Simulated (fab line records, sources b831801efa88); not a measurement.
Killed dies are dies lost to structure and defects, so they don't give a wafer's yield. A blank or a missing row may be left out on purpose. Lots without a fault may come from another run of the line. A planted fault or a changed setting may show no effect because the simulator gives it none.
fab line records | flow sky130
record lots=11 wafers=33 last_day=50
route steps=708 shown FIELD_ISO@4 CAPM@541
lots that met no fault: from a run of the same line without faults
start_h: hours from the record's first day to the start of the lot's first wafer shown | wait_h: hours since the lot's step before | " the same as in the row above | L1.1+2: a row that stands for several wafers | - no value, or no start given | * or withheld: withheld | < > ~ a bound
route shown NAME@n: a module of which the file shows steps, and the number in the route of the first | usual: mean/standard deviation of fault-free wafers | same: alike in all rows | chamber/n: place in a boat | sites: the reading at each site | _std_site: their standard deviation | _edge_site: outer sites' mean less inner sites' | radius_mm: how far each site lies from the wafer's centre | mask NAME#n: copy n | behind: the tool/chamber that last shaped the wafer | hold: why the lot was held/for how many hours/how that ended | device: the transistor (n, p or np) that didn't switch | end of line: the same wafers' tests at the end of the route | a step without rows: its recipe alone | killed: dies lost to structure and defects at the first sort, not the wafer's yield | map: a wafer's dies, x killed, . not, _ none there
set.NAME: the setting as run; set.NAME@STEP: as run at that earlier step | model.NAME: the simulator's own value behind a step, which no gauge read
steps of the route over a sample of lots; a table a step, a row a wafer
services: from which hour (start_h, from the record's first day; less than 0 if before it) a tool's chamber was out of use, for how many hours, and why
## steps
# step SKY_FIELD_ISO_CVD_03
# recipe material=Si3N4 precursor=DCS/NH3 target_thk_nm=165 temp_c=770 time_s=2830 pressure_mtorr=250
# usual pressure_mtorr=250.0/0.44 susceptor_temp_C=769.9/0.38
# columns lot.wafer tool chamber start_h wait_h pressure_mtorr susceptor_temp_C
L411.3 lpcvd-02 0 18.21 0.9 250.1 770.1
L411.5 " 0 " " 250.0 769.8
L411.6 " 0 " " 249.6 769.7
L412.1 lpcvd-02 1 25.47 3.5 250.7 770.1
L412.2 " 1 " " 250.8 769.8
L412.4 " 1 " " 250.5 769.1
L413.1 lpcvd-02 1 30.40 3.7 249.7 770.2
L413.4 " 1 " " 249.7 769.3
L413.6 " 1 " " 250.2 769.4
L414.2 lpcvd-02 0 34.60 1.4 250.7 769.5
L414.3 " 0 " " 251.4 769.2
L414.5 " 0 " " 250.6 769.9
L415.2 lpcvd-02 0 38.95 2.3 249.6 769.9
L415.3 " 0 " " 250.1 770.1
L415.5 " 0 " " 249.9 769.6
L418.1 lpcvd-02 1 52.83 0.1 200.7 770.2
L418.4 " 1 " " 200.4 770.2
L418.5 " 1 " " 200.3 769.7
L419.1 lpcvd-02 0 56.99 0.1 200.1 769.6
L419.2 " 0 " " 199.6 769.6
L419.4 " 0 " " 199.7 769.7
L420.2 lpcvd-02 1 61.69 0.0 200.4 770.5
L420.4 " 1 " " 199.9 770.2
L420.5 " 1 " " 200.0 770.0
L421.2 lpcvd-02 0 68.14 0.0 200.4 770.5
L421.4 " 0 " " 200.0 770.4
L421.5 " 0 " " 200.2 770.1
L432.3 lpcvd-02 0 126.42 4.0 249.1 770.0
L432.4 " 0 " " 249.9 769.8
L432.5 " 0 " " 249.4 769.5
L433.1 lpcvd-02 0 130.91 4.3 249.5 769.9
L433.2 " 0 " " 249.7 769.5
L433.6 " 0 " " 249.6 769.9
# step SKY_FIELD_ISO_THK_MEAS_04
# recipe reads=Si3N4_of_FIELD_ISO_CVD_03
# usual FIELD_ISO_CVD_03_THK=164.2/1.2
# columns lot.wafer tool chamber start_h wait_h FIELD_ISO_CVD_03_THK[nm]
L411.3 film_metro-02 - 22.24 0.0 165.5
L411.5 " - " " 163.7
L411.6 " - " " 164.0
L412.1 film_metro-04 - 28.15 0.0 162.0
L412.2 " - " " 163.1
L412.4 " - " " 163.8
L413.1 film_metro-03 - 32.19 0.0 165.3
L413.4 " - " " 164.4
L413.6 " - " " 164.6
L414.2 film_metro-03 - 36.39 0.0 164.2
L414.3 " - " " 163.9
L414.5 " - " " 164.3
L415.2 film_metro-04 - 40.74 0.0 162.0
L415.3 " - " " 161.7
L415.5 " - " " 162.1
L418.1 film_metro-04 - 54.62 0.0 154.9
L418.4 " - " " 155.2
L418.5 " - " " 154.1
L419.1 film_metro-02 - 58.78 0.0 155.1
L419.2 " - " " 155.4
L419.4 " - " " 154.0
L420.2 film_metro-03 - 63.49 0.0 152.9
L420.4 " - " " 153.2
L420.5 " - " " 154.6
L421.2 film_metro-02 - 69.93 0.0 151.1
L421.4 " - " " 151.4
L421.5 " - " " 151.8
L432.3 film_metro-02 - 129.12 0.0 164.8
L432.4 " - " " 163.5
L432.5 " - " " 163.7
L433.1 film_metro-03 - 133.59 0.0 165.1
L433.2 " - " " 163.9
L433.6 " - " " 164.1
# step SKY_FIELD_ISO_ETCH_15
# recipe chemistry=CHF3/O2 target_depth_nm=180 stop_on=Si source_w=600 bias_w=200 pressure_mtorr=40 chf3_flow_sccm=50 O2_flow_sccm=5 time_s=72
# usual drypump_motor_current_A=5.7/0.4 oes_product_au=0.943/0.0059 throttle_valve_pct=8.844/0.01
# columns lot.wafer tool chamber start_h wait_h drypump_motor_current_A oes_product_au rf_hours_counter_h throttle_valve_pct
L411.3 rie_diel-01 3 36.73 0.0 5.0 0.947 98 8.835
L411.5 " 2 " " 5.9 0.945 - 8.841
L411.6 " 3 " " 5.0 0.942 - 8.857
L412.1 rie_diel-04 0 42.59 0.0 6.0 0.928 162 8.832
L412.2 " 2 " " 5.6 0.941 76 8.846
L412.4 " 1 " " 6.3 0.944 52 8.833
L413.1 rie_diel-04 0 47.65 0.0 6.0 0.944 162 8.844
L413.4 " 1 " " 6.3 0.942 52 8.834
L413.6 " 0 " " 6.0 0.942 - 8.830
L414.2 rie_diel-01 1 52.85 0.0 6.1 0.941 71 8.849
L414.3 " 3 " " 5.0 0.950 98 8.842
L414.5 " 3 " " 5.0 0.939 - 8.851
L415.2 rie_diel-04 3 56.79 0.0 5.9 0.932 63 8.846
L415.3 " 0 " " 6.0 0.935 162 8.840
L415.5 " 1 " " 6.3 0.940 - 8.858
L418.1 rie_diel-01 2 70.85 0.0 5.9 0.921 8 8.842
L418.4 " 0 " " 5.3 0.910 88 8.820
L418.5 " 0 " " 5.3 0.916 - 8.837
L419.1 rie_diel-04 1 75.19 0.0 6.3 0.913 53 8.822
L419.2 " 2 " " 5.6 0.913 76 8.828
L419.4 " 0 " " 6.0 0.917 162 8.839
L420.2 rie_diel-04 1 80.14 0.0 6.3 0.920 53 8.828
L420.4 " 3 " " 5.9 0.897 64 8.845
L420.5 " 3 " " 5.8 0.915 - 8.840
L421.2 rie_diel-01 0 86.58 0.0 5.3 0.901 88 8.827
L421.4 " 2 " " 5.9 0.894 8 8.834
L421.5 " 3 " " 5.0 0.900 - 8.816
L432.3 rie_diel-01 2 147.85 0.0 5.9 0.944 9 8.836
L432.4 " 3 " " 5.0 0.935 99 8.833
L432.5 " 0 " " 5.3 0.946 - 8.856
L433.1 rie_diel-03 0 153.04 0.0 5.3 0.940 124 8.845
L433.2 " 2 " " 6.0 0.941 28 8.859
L433.6 " 3 " " 5.1 0.941 - 8.827
# step SKY_CAPM_THK_MEAS_04
# recipe thk_meas_gauge=xrf reads=TiN_of_CAPM_SPUTTER_02
# usual CAPM_TIN_THK=199.1/2
# columns lot.wafer tool chamber start_h wait_h CAPM_TIN_THK[nm]
L411.3 film_metro-02 - 853.29 0.1 201.0
L411.5 " - " " 201.5
L411.6 " - " " 200.5
L412.1 film_metro-01 - 860.67 0.1 199.8
L412.2 " - " " 200.5
L412.4 " - " " 200.6
L414.2 film_metro-03 - 869.57 0.1 200.0
L414.3 " - " " 200.7
L414.5 " - " " 199.0
L413.1 film_metro-03 - 870.94 0.1 197.5
L413.4 " - " " 194.5
L413.6 " - " " 195.0
L415.2 film_metro-03 - 881.99 0.1 197.2
L415.3 " - " " 199.6
L415.5 " - " " 200.2
L419.1 film_metro-01 - 913.44 0.1 195.8
L419.2 " - " " 198.2
L419.4 " - " " 196.6
L418.1 film_metro-03 - 915.26 0.1 196.3
L418.4 " - " " 197.1
L418.5 " - " " 199.3
L421.2 film_metro-01 - 926.11 0.1 198.4
L421.4 " - " " 198.3
L421.5 " - " " 198.6
L420.2 film_metro-01 - 930.22 0.1 197.5
L420.4 " - " " 195.4
L420.5 " - " " 195.1
L432.3 film_metro-01 - 1003.62 0.1 199.4
L432.4 " - " " 198.8
L432.5 " - " " 197.8
L433.1 film_metro-01 - 1005.20 0.1 199.5
L433.2 " - " " 200.0
L433.6 " - " " 198.2
# step SKY_CAPM_OVL_MEAS_12
# usual CAPM_OVL=0.3/1.2
# columns lot.wafer tool chamber start_h wait_h CAPM_OVL[nm]
L411.3 overlay-01 - 879.78 0.1 0.6
L411.5 " - " " 1.1
L411.6 " - " " 1.4
L412.1 overlay-02 - 885.64 0.1 -0.1
L412.2 " - " " -1.7
L412.4 " - " " 0.7
L414.2 overlay-02 - 894.29 0.1 -1.3
L414.3 " - " " -0.8
L414.5 " - " " -1.2
L413.1 overlay-01 - 896.99 0.1 -0.5
L413.4 " - " " 0.1
L413.6 " - " " -1.2
L415.2 overlay-02 - 907.09 0.1 3.0
L415.3 " - " " -0.5
L415.5 " - " " 0.6
L419.1 overlay-01 - 937.70 0.1 0.7
L419.2 " - " " 0.8
L419.4 " - " " 0.3
L418.1 overlay-02 - 939.70 0.1 -1.9
L418.4 " - " " 0.0
L418.5 " - " " -0.7
L421.2 overlay-02 - 950.04 0.1 1.8
L421.4 " - " " 1.2
L421.5 " - " " 0.9
L420.2 overlay-01 - 954.42 0.1 1.4
L420.4 " - " " 0.8
L420.5 " - " " 1.6
L432.3 overlay-01 - 1026.13 0.1 0.1
L432.4 " - " " 1.9
L432.5 " - " " 1.2
L433.1 overlay-02 - 1027.21 0.1 2.3
L433.2 " - " " 3.9
L433.6 " - " " 0.3
# step SKY_CAPM_METAL_ETCH_13
# recipe target_depth_nm=220 stop_on=SiO2 chemistry=Cl2/BCl3 target=TiN pressure_mtorr=10 icp_w=900 bias_w=48.5 Cl2_flow_sccm=60 bcl3_flow_sccm=30 time_s=62.9
# usual drypump_motor_current_A=5.5/0.3 oes_product_au=0.940/0.0064 throttle_valve_pct=21.903/0.01
# columns lot.wafer tool chamber start_h wait_h drypump_motor_current_A oes_product_au rf_hours_counter_h throttle_valve_pct
L411.3 rie_metal-02 1 879.85 0.1 5.9 0.948 - 21.909
L411.5 " 1 " " 5.9 0.947 - 21.908
L411.6 " 1 " " 5.9 0.942 - 21.890
L412.1 rie_metal-02 1 885.67 0.0 5.8 0.945 8 21.899
L412.2 " 1 " " 5.9 0.942 - 21.895
L412.4 " 1 " " 5.9 0.948 - 21.918
L414.2 rie_metal-01 0 894.32 0.0 5.6 0.941 14 21.896
L414.3 " 1 " " 5.0 0.943 - 21.904
L414.5 " 1 " " 5.0 0.938 - 21.900
L413.1 rie_metal-02 1 897.02 0.0 5.9 0.936 9 21.898
L413.4 " 1 " " 5.9 0.921 - 21.916
L413.6 " 1 " " 5.9 0.927 - 21.904
L415.2 rie_metal-01 0 907.15 0.0 5.6 0.930 - 21.907
L415.3 " 0 " " 5.6 0.940 - 21.887
L415.5 " 0 " " 5.6 0.941 - 21.909
L419.1 rie_metal-01 1 937.74 0.0 5.0 0.931 1 21.913
L419.2 " 0 " " 5.6 0.945 17 21.890
L419.4 " 1 " " 5.0 0.946 - 21.922
L418.1 rie_metal-02 0 939.74 0.0 5.7 0.941 1 21.918
L418.4 " 1 " " 5.9 0.925 - 21.911
L418.5 " 0 " " 5.7 0.936 - 21.903
L421.2 rie_metal-03 0 950.07 0.0 5.6 0.933 0 21.902
L421.4 " 0 " " 5.6 0.937 - 21.907
L421.5 " 1 " " 5.2 0.941 - 21.908
L420.2 rie_metal-03 0 954.45 0.0 5.6 0.938 0 21.910
L420.4 " 0 " " 5.7 0.930 - 21.905
L420.5 " 0 " " 5.6 0.931 - 21.919
L432.3 rie_metal-03 0 1026.18 0.0 5.7 0.938 - 21.921
L432.4 " 1 " " 5.1 0.941 - 21.894
L432.5 " 1 " " 5.1 0.942 - 21.906
L433.1 rie_metal-03 1 1027.25 0.0 5.2 0.937 19 21.910
L433.2 " 0 " " 5.7 0.944 5 21.915
L433.6 " 0 " " 5.6 0.945 - 21.905
## services
# columns tool chamber start_h hours kind
rie_diel-01 - 4.51 0.9 repair
rie_diel-04 - 54.57 1.8 repair
rie_diel-01 1 54.79 3.5 repair
rie_diel-04 3 67.95 4.1 repair
rie_diel-01 - 97.95 21.2 repair
rie_diel-01 3 156.66 7.4 repair
lpcvd-02 - 158.76 2.8 pm
rie_diel-04 3 170.78 19.6 repair
rie_diel-01 1 178.26 12.2 repair
rie_diel-04 - 186.10 0.9 repair
rie_diel-04 2 194.15 7.6 repair
rie_diel-04 3 222.77 16.7 repair
lpcvd-02 - 313.54 6.0 pm
lpcvd-02 - 327.64 0.8 pm
rie_diel-01 0 391.64 1.3 repair
rie_diel-04 1 436.55 5.3 repair
rie_diel-04 0 460.33 3.3 repair
rie_diel-01 - 499.71 2.8 pm
rie_diel-04 - 509.63 1.1 repair
rie_diel-04 - 588.19 28.1 pm
rie_diel-04 1 629.21 5.6 repair
lpcvd-02 - 682.47 4.8 repair
lpcvd-02 - 866.00 14.6 pm
lpcvd-02 - 918.80 1.0 repair
## key
first_sign step=SKY_FIELD_ISO_CVD_03 reading=pressure_mtorr direction=down sigmas=99+ usual=250.0 struck=200.1
effect step=SKY_FIELD_ISO_THK_MEAS_04 reading=FIELD_ISO_CVD_03_THK direction=down sigmas=8.6 usual=164.2 struck=153.6
effect step=SKY_FIELD_ISO_ETCH_15 reading=oes_product_au direction=down sigmas=5.7 usual=0.943 struck=0.910
met_at SKY_FIELD_ISO_CVD_03
struck_lots L418,L419,L420,L421
tester_left_out L418,L419,L420,L421
not_acting_at SKY_CAPM_THK_MEAS_04,SKY_CAPM_OVL_MEAS_12,SKY_CAPM_METAL_ETCH_13
onset_between 38.95 52.83
fault kind=process_parameter_drift tool=lpcvd-02 chamber=- onset_h=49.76 steps=SKY_FIELD_ISO_CVD_03 channel=pressure_mtorr offset=-50 shape=step end_h=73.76 acts_in=these_recipes_only stated=250
# tester_left_out: of these lots the tester's yield and bins aren't shown, on N5 and GAA mostly nor the transistor test; their killed dies are dies lost to structure and defects alone, not to doping, threshold or leakage, so they don't give the yield
